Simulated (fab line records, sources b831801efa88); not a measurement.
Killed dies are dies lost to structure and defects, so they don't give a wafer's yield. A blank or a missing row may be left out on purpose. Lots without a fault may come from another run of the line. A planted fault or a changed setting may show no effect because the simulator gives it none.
Which tool did it? | flow gf180mcu | 15 lots, 45 wafers sampled, at 4 steps of a route of 602

WHAT THE GAUGES READ, wafer by wafer
GF_POLY_GATE_CD_MEAS_10: target cd 280 nm. Usual: cd_nm 279.9 nm, standard deviation 1.1.
lot  | measured     | on        | cd_nm (nm)        | flag
L765 | day 9 09:47  | cd_sem-01 | 279.7 279.5 278.5 |
L767 | day 10 02:29 | cd_sem-02 | 279.9 279.8 279.5 |
L768 | day 10 08:25 | cd_sem-02 | 280.0 281.4 280.3 |
L769 | day 10 17:05 | cd_sem-02 | 279.8 281.0 280.3 |
L770 | day 10 23:17 | cd_sem-02 | 281.3 281.8 281.0 |
L771 | day 11 08:11 | cd_sem-01 | 279.5 280.8 280.9 |
L772 | day 11 16:08 | cd_sem-01 | 279.0 280.2 279.8 |
L773 | day 12 01:02 | cd_sem-01 | 280.2 281.3 279.1 |
L779 | day 13 19:37 | cd_sem-02 | 279.8 280.5 279.5 |
L780 | day 14 02:31 | cd_sem-02 | 279.9 280.1 280.2 |
L781 | day 14 08:10 | cd_sem-02 | 276.7 277.8 279.2 |
L782 | day 14 15:07 | cd_sem-02 | 279.4 277.3 277.8 |
L783 | day 14 20:40 | cd_sem-01 | 280.3 280.9 281.0 |
L785 | day 15 15:04 | cd_sem-01 | 278.6 279.5 278.9 |
L786 | day 15 20:35 | cd_sem-02 | 278.0 278.9 278.8 |

GF_M1_CD_MEAS_14: target cd 230 nm. Usual: cd_nm 230.1 nm, standard deviation 1.3.
lot  | measured     | on        | cd_nm (nm)        | flag
L765 | day 17 08:05 | cd_sem-01 | 231.2 230.0 230.5 |
L767 | day 18 03:11 | cd_sem-02 | 230.8 231.3 229.6 |
L768 | day 18 14:33 | cd_sem-02 | 229.9 228.9 229.4 |
L772 | day 20 06:46 | cd_sem-02 | 231.0 230.1 230.5 |
L773 | day 20 18:01 | cd_sem-01 | 230.5 232.1 230.4 |
L779 | day 22 19:49 | cd_sem-02 | 231.8 230.6 230.7 |
L780 | day 23 04:04 | cd_sem-02 | 231.1 231.2 231.6 |
L781 | day 23 11:02 | cd_sem-02 | 227.2 228.5 228.0 |
L782 | day 23 18:20 | cd_sem-01 | 230.4 229.2 229.8 |
L783 | day 24 03:12 | cd_sem-01 | 230.3 230.2 229.9 |
L785 | day 24 18:24 | cd_sem-01 | 229.7 230.4 229.0 |
L786 | day 25 01:13 | cd_sem-01 | 231.5 230.4 230.4 |

WHICH TOOL RAN EACH LOT (tool, then ch and the chambers of the sampled wafers, then the start)
lot  | GF_HV_LDD_DEVELOP_45              | GF_CONTACT_ETCH_16
L765 | litho_track-01 ch 0, day 12 14:49 | rie_diel-03 ch 0,1,2, day 16 07:40
L767 | litho_track-04 ch 0, day 13 08:53 | rie_diel-02 ch 1,2,3, day 17 02:47
L768 | litho_track-01 ch 0, day 13 16:43 | rie_diel-04 ch 1,2,3, day 17 13:38
L769 | litho_track-01, day 14 00:22      | -
L770 | litho_track-02, day 14 07:32      | -
L771 | litho_track-02, day 14 18:30      | -
L772 | litho_track-01 ch 0, day 15 03:32 | rie_diel-02 ch 0,3, day 19 04:47
L773 | litho_track-04 ch 0, day 15 13:44 | rie_diel-02 ch 1,2,3, day 19 16:34
L779 | litho_track-01 ch 0, day 17 13:35 | rie_diel-04 ch 1,2,3, day 21 19:08
L780 | litho_track-01 ch 0, day 17 21:26 | rie_diel-02 ch 0,1, day 22 03:05
L781 | litho_track-02 ch 0, day 18 03:18 | rie_diel-03 ch 0,1,2, day 22 10:17
L782 | litho_track-01 ch 0, day 18 12:47 | rie_diel-03 ch 0,1,2, day 22 18:04
L783 | litho_track-04 ch 0, day 18 22:02 | rie_diel-04 ch 1,2,3, day 23 03:20
L785 | litho_track-04 ch 0, day 19 14:08 | rie_diel-04 ch 1,3, day 23 18:26
L786 | litho_track-01 ch 0, day 19 20:55 | rie_diel-04 ch 2,3, day 24 01:31
- GF_HV_LDD_DEVELOP_45: develop time 60 s.
- GF_CONTACT_ETCH_16: etches BARC in N2/H2.

WHAT THE TOOLS THEMSELVES READ (means of the sampled wafers that have a number; where no wafer has one, the mark that the record gives instead)
GF_HV_LDD_DEVELOP_45. Usual: chill_plate_temp_C 22.99 C, standard deviation 0.1.
lot  | tool           | chill_plate_temp_C (C) | flag
L765 | litho_track-01 | 22.98                  |
L767 | litho_track-04 | 23.01                  |
L768 | litho_track-01 | 22.92                  |
L769 | litho_track-01 | -                      | OFF
L770 | litho_track-02 | -                      | OFF
L771 | litho_track-02 | -                      | OFF
L772 | litho_track-01 | 23.13                  |
L773 | litho_track-04 | 22.81                  |
L779 | litho_track-01 | 23.11                  |
L780 | litho_track-01 | 23.04                  |
L781 | litho_track-02 | 23.06                  |
L782 | litho_track-01 | 23.07                  |
L783 | litho_track-04 | 22.90                  |
L785 | litho_track-04 | 22.93                  |
L786 | litho_track-01 | 23.01                  |

GF_CONTACT_ETCH_16. Usual: bias_w 99.96 W, standard deviation 0.28; drypump_motor_current_A 5.6 A, standard deviation 0.36; oes_product_au 0.855 a.u., standard deviation 0.005; throttle_valve_pct 13.225 %, standard deviation 0.0092.
lot  | tool        | bias_w (W) | drypump_motor_current_A (A) | oes_product_au (a.u.) | throttle_valve_pct (%) | flag
L765 | rie_diel-03 | 99.96      | 5.4                         | 0.855                 | 13.217                 |
L767 | rie_diel-02 | 100.34     | 5.5                         | 0.854                 | 13.224                 |
L768 | rie_diel-04 | 99.71      | 5.9                         | 0.851                 | 13.223                 |
L772 | rie_diel-02 | 99.97      | 5.5                         | 0.857                 | 13.232                 |
L773 | rie_diel-02 | 100.23     | 5.5                         | 0.855                 | 13.221                 |
L779 | rie_diel-04 | 99.92      | 5.8                         | 0.856                 | 13.223                 |
L780 | rie_diel-02 | 99.86      | 6.1                         | 0.859                 | 13.223                 |
L781 | rie_diel-03 | 100.00     | 5.4                         | 0.852                 | 13.232                 |
L782 | rie_diel-03 | 99.73      | 5.4                         | 0.862                 | 13.219                 |
L783 | rie_diel-04 | 100.10     | 5.9                         | 0.854                 | 13.225                 |
L785 | rie_diel-04 | 100.01     | 5.8                         | 0.849                 | 13.225                 |
L786 | rie_diel-04 | 99.85      | 5.6                         | 0.857                 | 13.223                 |

THE ANSWER, worked out from the rows above alone
Rule: a lot is off if the mean of its wafers that have a number lies more than 3 standard deviations from the usual mean. A lot without any number at a reading at which 4 lots or more have one is off too. The other lots that the step has rows for count as sound. The gauges are gone through in route order, then the tools' own readings, and for those a lot's mean is taken as printed above. The first step at which some lot is off is used, and at that step the reading that is off furthest; a lot without a number counts as furthest.
Off: L769, L770, L771, at GF_HV_LDD_DEVELOP_45 (chill_plate_temp_C). Without a number there: L769, L770, L771.
A tool fits if, at that step or a process step before it, it ran every lot that is off, and no sound lot after the first of them. None of those tried fits.

WHAT THE SIMULATOR HAD PUT IN
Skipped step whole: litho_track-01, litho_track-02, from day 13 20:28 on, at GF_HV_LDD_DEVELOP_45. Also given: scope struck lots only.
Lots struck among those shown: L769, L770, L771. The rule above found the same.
